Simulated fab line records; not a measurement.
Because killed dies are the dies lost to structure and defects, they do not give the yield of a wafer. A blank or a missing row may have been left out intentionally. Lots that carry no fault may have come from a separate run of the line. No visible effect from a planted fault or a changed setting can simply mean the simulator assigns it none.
One fault seen from 2 desks -- flow gf180mcu -- what lay behind the numbers comes last; until then each desk has only its own

FOR THE TOOL OWNER'S DESK: rieDiel-01
The tool's own readings at GF_SAB_ETCH_11 (etches SiO2 in C4F8/O2/Ar, target depth 55 nm, time 8.5 s): means of the sampled wafers that have a number, for each lot that ran on this tool. The brackets show how far a lot's mean lies from the usual mean; more than 4 standard deviations puts the lot out of limits, marked OUT.
Columns: A = oesProductAu at GF_SAB_ETCH_11, usual 0.998 a.u.
lot,first seen here,A
L732,day 16 04:41,0.991
L739,day 19 01:59,0.984
L741,day 19 16:56,1.008
L743,day 20 12:22,1.005
L751,day 23 03:45,0.995
L752,day 23 14:23,0.990
Finding of this desk: none of the 6 lots has anything out of limits.

FROM THE METROLOGY DESK
Means of the sampled wafers that have a number, per lot and without regard to the tool the lot ran on: this is what the gauges read. The brackets show how far a lot's mean lies from the usual mean; more than 4 standard deviations puts the lot out of limits, marked OUT.
Columns: A = MIM_ALCU_RS at GF_MIM_RS_MEAS_10, usual 0.1601 ohm/sq
lot,first seen here,A
L729,day 24 17:28,0.1586
L730,day 25 00:11,0.1615
L731,day 25 06:40,0.1610
L732,day 25 17:07,0.1568
L733,day 26 02:14,0.1620
L735,day 26 16:40,0.1617
L737,day 27 08:51,0.1634
L739,day 28 05:10,0.1621
L740,day 28 12:14,0.1563
L741,day 28 17:28,0.1593
L743,day 29 11:30,0.1610
L744,day 29 12:08,0.1595
L751,day 31 06:30,0.1554
L752,day 31 20:10,0.1607
Finding of this desk: none of the 14 lots has anything out of limits.

ALL TOGETHER
The desk of the tool owner found nothing out of limits.
At the metrology desk, nothing out of limits was observed.

WHAT WAS PUT IN BY THE SIMULATOR
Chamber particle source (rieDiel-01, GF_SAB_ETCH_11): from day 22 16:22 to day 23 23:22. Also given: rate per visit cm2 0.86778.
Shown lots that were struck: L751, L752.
